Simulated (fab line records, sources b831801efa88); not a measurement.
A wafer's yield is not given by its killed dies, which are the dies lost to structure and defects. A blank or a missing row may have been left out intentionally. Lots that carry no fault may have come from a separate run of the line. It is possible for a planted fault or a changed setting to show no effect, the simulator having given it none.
What tool caused it? | flow gf180mcu | 7 lots with 21 wafers sampled at 3 steps, on a route of 602 steps

WHAT EACH GAUGE READ, for each wafer
GF_PASSIVATION_THK_MEAS_03.
lot  | measured     | on           | PASSIVATION_CVD_02_THK (nm)
L143 | day 28 18:11 | filmMetro-01 | 702 712 715
L145 | day 29 13:00 | filmMetro-04 | 703 701 707
L154 | day 31 17:16 | filmMetro-01 | 691 695 703
L158 | day 32 12:49 | filmMetro-01 | 700 685 709
L161 | day 33 05:38 | filmMetro-03 | 696 707 706
L163 | day 33 18:08 | filmMetro-03 | 691 715 718
L165 | day 34 07:03 | filmMetro-04 | 685 697 707

EACH LOT AND THE TOOL THAT RAN IT (in order: tool; ch and the chambers of the sampled wafers; start)
lot  | GF_TOP_METAL_SPUTTER_02     | GF_PASSIVATION_CVD_02
L143 | pvdSputter-03, day 27 21:26 | pecvd-04 ch 0,2, day 28 17:52
L145 | pvdSputter-03, day 28 16:41 | pecvd-04 ch 0,1, day 29 12:43
L154 | pvdSputter-02, day 30 21:30 | pecvd-02 ch 0,1,2, day 31 16:59
L158 | pvdSputter-01, day 31 18:14 | pecvd-02 ch 0,1, day 32 12:32
L161 | pvdSputter-01, day 32 11:56 | pecvd-02 ch 1,2, day 33 05:20
L163 | pvdSputter-03, day 33 01:16 | pecvd-04 ch 0,1,2, day 33 17:50
L165 | pvdSputter-01, day 33 15:08 | pecvd-01 ch 0,1, day 34 06:46
- GF_TOP_METAL_SPUTTER_02: material AlCu, target thk 900 nm, time 47.82 s.
- GF_PASSIVATION_CVD_02: deposits Si3N4, target thk 700 nm, time 486.18 s.

THE ANSWER, worked out from the rows above alone
Rule: what is usual is taken from the lots themselves. The widest of any qualifying gaps counts: lots, ordered by their means at a reading, are off when they make up no more than a third of the lots, leave a main group of 4 or more, and stand apart from it by 3 or more times the standard deviation of that group's means. If all means in a main group match to the digits the tables above print for the reading, that group is not used. A lot without any number at a reading at which 4 lots or more have one is off too. All remaining lots with rows at the step are treated as sound.
Nothing can be told from this: no lot is off at any reading shown.

WHAT WAS PUT IN BY THE SIMULATOR
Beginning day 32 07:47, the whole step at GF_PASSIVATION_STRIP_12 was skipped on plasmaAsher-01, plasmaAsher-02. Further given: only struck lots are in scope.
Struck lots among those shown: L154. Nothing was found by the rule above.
